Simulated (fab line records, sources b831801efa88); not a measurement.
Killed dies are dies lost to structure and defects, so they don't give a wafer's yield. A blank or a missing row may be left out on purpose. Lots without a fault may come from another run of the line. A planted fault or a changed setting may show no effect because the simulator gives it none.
A struck lot beside a sound one | flow gf180mcu | 14 steps out of a route of 602
Sound: wafers L675.1, L675.3, L675.6. Struck: wafers L673.1, L673.3, L673.5. The cause comes at the end.
At each step with rows: each side's tool, then ch and its chambers, then its first start. Under that, the readings that differ: sound wafers | struck wafers | difference of the means | sigmas: that difference in standard deviations of wafers without a fault.
alike: readings whose means differ by less than 2 such deviations, and words and numbers that are the same on both sides. not compared: withheld readings, readings that some wafer has no value for, bounds like >300 that may hide the same value, and numbers for which the record gives no deviation and whose values overlap.
The two part at a step that has a row with sigmas, a row that says differs or no value, or rows on one side only. Numbers that don't overlap but have no deviation are shown without sigmas and don't part them. A reading that every wafer of one side lacks parts them only if that side has two wafers or more.

first, 6 steps without rows for these wafers: GF_M1_HMDS_08 (prime time 60 s); GF_M1_COAT_09 (resist thk 1000 nm); GF_M1_SOFTBAKE_10 (time 60 s); GF_M1_EXPOSE_11 (exposes mask Metal1, target cd 230 nm); GF_M1_PEB_12 (peb time 90 s); GF_M1_DEVELOP_13 (develop time 60 s).
GF_M1_CD_MEAS_14: target cd 230 nm.
  sound on cd_sem-02, day 22 18:00; struck on cd_sem-02, day 22 07:28
  alike: cd_nm
GF_M1_OVL_MEAS_15:
  sound on overlay-02, day 22 18:07; struck on overlay-01, day 22 07:35
  alike: M1_OVL
GF_M1_METAL_ETCH_16: etches the open film in Cl2/BCl3, stops on SiO2, target depth 627.5 nm, time 104.6 s.
  sound on rie_metal-02 ch 1, day 22 18:09; struck on rie_metal-03 ch 1, day 22 07:37
  alike: drypump_motor_current_A, oes_product_au, throttle_valve_pct
  not compared: rf_hours_counter_h
GF_M1_STRIP_17: strips in O2/N2.
  sound on plasma_asher-04 ch 0,1, day 22 18:16; struck on plasma_asher-03 ch 0,1, day 22 07:44
  alike: drypump_motor_current_A, heater_power_w, oes_product_au, platen_temp_c, strip_time_to_endpoint_s
  not compared: rf_hours_counter_h
then, 2 steps without rows for these wafers: GF_M1_STRIP_18 (strips in post etch residue remover, time 1200 s); GF_M1_CLEAN_19 (cleans in DIW).
GF_V1_CVD_00: deposits SiO2, target thk 600 nm, time 100 s.
  sound on hdpcvd-01 ch 0,1,2, day 22 18:57; struck on hdpcvd-02 ch 0,2, day 22 08:16
  reading                             | sound             | struck            | difference | sigmas
  sih4_flow_sccm (sccm)               | 59.86 59.92 60.11 | 29.67 29.92 30.48 | -29.94     | -99 or more
  model.SiO2_of_V1_CVD_00.thk_nm (nm) | 597.6 603.4 605.2 | 302.8 303.9 305.6 | -298.0     |
  alike: susceptor_temp_C
GF_V1_THK_MEAS_01:
  sound on film_metro-04, day 22 19:02; struck on film_metro-02, day 22 08:34
  reading            | sound       | struck      | difference | sigmas
  V1_CVD_00_THK (nm) | 598 604 605 | 303 304 306 | -298       | -51
  not compared: hold

WHERE THEY PART
First at GF_V1_CVD_00; last, within this record, at GF_V1_THK_MEAS_01.

WHY: what the simulator had put in
Process parameter drift: hdpcvd-02, from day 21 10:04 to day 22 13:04, at GF_V1_CVD_00. Setting sih4_flow_sccm, moved by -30, from 60. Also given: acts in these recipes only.
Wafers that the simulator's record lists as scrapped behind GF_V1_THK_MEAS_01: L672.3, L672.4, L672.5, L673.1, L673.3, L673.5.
